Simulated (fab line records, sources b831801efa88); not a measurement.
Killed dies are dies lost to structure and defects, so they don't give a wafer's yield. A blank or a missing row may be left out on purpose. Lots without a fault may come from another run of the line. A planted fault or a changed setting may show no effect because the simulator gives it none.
Problem report in the 8D (eight disciplines) form, filled by code | flow sky130 | the parts of the form that need people (team, actions taken, sign-off) are left out

1. THE PROBLEM
strip_time_to_endpoint_s at SKY_METAL3_STRIP_19 reads a mean of 7.84 s on 3 wafers of 1 lot; wafers without a fault read 6.57 s with a standard deviation of 0.11. That is +12 standard deviations from the usual mean.
The step: strips in O2/N2.
First seen on wafer L910.1, day 41 07:10, on plasma_asher-03. The record holds 33 wafers of 11 lots with a number at this step. Rule for "out", or "out of limits": more than 4 standard deviations from the usual mean. The other wafers with a number count as sound.

2. WHAT IT IS AND WHAT IT IS NOT
question                    | is                                       | is not
which readings at this step | strip_time_to_endpoint_s, oes_product_au | drypump_motor_current_A, n2_flow_sccm
which lots                  | L910                                     | L903, L904, L905, L911, L912, L917, L920, L921, L922, L923
which wafers of those lots  | all that have a number                   | -
read on which tools         | plasma_asher-03                          | plasma_asher-02, plasma_asher-04
when                        | from day 41 07:10                        | up to then (9 sound wafers); but 21 sound wafers of L911, L912, L917, L920, L921, L922, L923 came after

3. SUSPECTS, AND WHAT RULES EACH OUT
Counting: a tool at a process step up to the reading stays a suspect if it ran every lot that is out and no sound lot after the first of them.
- pvd_sputter-01 at SKY_CAPM_SPUTTER_02 (material TiN, target thk 200 nm, time 166.7 s): ruled out as a lasting fault. Sound lots L911, L912, L917, L920 ran on it after its first lot that is out, L910 (day 39 05:38).
- litho_track-02 at SKY_METAL3_COAT_08 (resist thk 1140 nm): kept. It ran the lot that is out, L910 (day 40 18:00), and no sound lot after that; its last sound lot up to then is L904 (day 39 00:00).
- rie_metal-02 at SKY_METAL3_METAL_ETCH_18 (etches the open film in Cl2/BCl3, stops on SiO2, target depth 845 nm, time 183.1 s): ruled out as a lasting fault. Sound lots L912, L921, L923 ran on it after its first lot that is out, L910 (day 41 06:59).
- plasma_asher-03 at SKY_METAL3_STRIP_19 (strips in O2/N2): ruled out as a lasting fault. Sound lots L911, L912, L922 ran on it after its first lot that is out, L910 (day 41 07:10).
Left after counting: litho_track-02 at SKY_METAL3_COAT_08.

4. THE CAUSE (what the simulator had put in)
Process parameter drift: litho_track-02, from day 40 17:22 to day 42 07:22, at SKY_METAL3_COAT_08. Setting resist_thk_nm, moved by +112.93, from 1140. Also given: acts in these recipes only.
Counting left only this tool.

5. THE CHAIN OF EFFECTS, in route order
Each row: a reading whose mean over the struck wafers that have a number lies more than 3 standard deviations from the usual. Only readings for which the record gives a usual standard deviation are gone through. hours: the time from each lot's start at the first step in this table that gives one to its start at this step, as a median over the lots. sigmas: the change in usual standard deviations.
hours | step                | reading                  | usual      | on struck wafers | change | sigmas
0     | SKY_METAL3_STRIP_19 | oes_product_au           | 0.504 a.u. | 0.558            | +0.054 | +8.1
0     | SKY_METAL3_STRIP_19 | strip_time_to_endpoint_s | 6.57 s     | 7.84             | +1.27  | +12
The process steps in it:
- SKY_METAL3_STRIP_19: strips in O2/N2.

6. WHAT WOULD HAVE CAUGHT IT SOONER
In this record the first reading out of limits was taken at day 41 07:10, 14 hours after the fault began at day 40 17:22.
Of the tool readings at SKY_METAL3_COAT_08 for which the record gives a usual standard deviation, none was out on any struck wafer, so an alarm limit of 4 standard deviations on them would not have fired.
All the lots that are out (1) had begun SKY_METAL3_COAT_08 on litho_track-02 by day 41 07:10. A hold on the tool at that time would have spared none of them.
